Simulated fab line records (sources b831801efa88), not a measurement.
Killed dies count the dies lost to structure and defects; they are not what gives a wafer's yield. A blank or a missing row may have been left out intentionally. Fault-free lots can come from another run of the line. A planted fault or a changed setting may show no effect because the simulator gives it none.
Problem report in the 8D (eight disciplines) form, filled by code | flow sky130 | the parts of the form that need people (team, actions taken, sign-off) are left out

## 1. WHAT IS WRONG
At SKY_LDD_HVN_EXPOSE_04, exposureDoseMJCm2 averages 134.10 over 9 wafers from 3 lots, while fault-free wafers read 127.02, standard deviation 0.14. Measured from the usual mean, that is +51 standard deviations.
The step: exposes mask HVNTM, target cd 700 nm.
Earliest sighting: wafer L262.2 on ilineStepper-01 at day 25 05:26. Wafers with a number at this step in the record: 39, from 13 lots. Rule for "out", or "out of limits": more than 4 standard deviations from the usual mean. The rest of the wafers with a number are treated as sound.

## 2. WHAT IT IS; WHAT IT IS NOT
question                    | is                     | is not
which readings at this step | exposureDoseMJCm2      | reticleTempC
which lots                  | L262, L268, L270       | L252, L253, L254, L255, L256, L257, L259, L261, L267, L269
which wafers of those lots  | all that have a number | -
read on which tools         | ilineStepper-01        | ilineStepper-02
when                        | from day 25 05:26      | up to then (24 sound wafers); but 6 sound wafers of L267, L269 came after

## 3. THE SUSPECTS, EACH WITH WHAT RULES IT OUT
Counting: a tool at any process step up to the reading remains a suspect when it ran all the lots that are out and ran no sound lot after the first of those.
- plasmaAsher-03 at SKY_DNWELL_STRIP_08 (strips in O2/N2): kept. It processed each lot that is out, first L262 at day 6 14:31, and no sound lot thereafter; up to then, the last sound lot it processed was L255 at day 5 01:58.
- ilineStepper-01 at SKY_LDD_HVN_EXPOSE_04 (exposes mask HVNTM, target cd 700 nm): kept. It processed each lot that is out, first L262 at day 25 05:26, and no sound lot thereafter; up to then, the last sound lot it processed was L259 at day 23 18:01. Its own readings are out on those wafers: exposureDoseMJCm2.
Left after counting: plasmaAsher-03 at SKY_DNWELL_STRIP_08, ilineStepper-01 at SKY_LDD_HVN_EXPOSE_04.

## 4. THE CAUSE (what the simulator had put in)
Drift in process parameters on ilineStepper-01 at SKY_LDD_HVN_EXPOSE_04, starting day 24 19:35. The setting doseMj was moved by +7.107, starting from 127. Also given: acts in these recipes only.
This tool is one of the 2 suspects left after counting.

## 5. THE EFFECT CHAIN, in route order
One row per reading whose mean, taken over the struck wafers that have a number, lies over 3 standard deviations from the usual. Readings are gone through only where the record gives a usual standard deviation; hours: the median, over the lots, of the time from a lot's start at the first step in this table giving one to that lot's start at this step; sigmas: the change measured in usual standard deviations.
hours | step                  | reading           | usual  | on struck wafers | change | sigmas
0     | SKY_LDD_HVN_EXPOSE_04 | exposureDoseMJCm2 | 127.02 | 134.10           | +7.08  | +51
The process steps in it:
- SKY_LDD_HVN_EXPOSE_04: exposes mask HVNTM, target cd 700 nm.
At these later measuring or inspecting steps, every struck wafer for which the step has a row has a number for every such reading, and none has moved that far: SKY_CONTACT_THK_MEAS_26.

## 6. WHAT WOULD HAVE CAUGHT IT SOONER
The fault began at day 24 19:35; the first out-of-limits reading in this record came at day 25 05:26, 10 hours later.
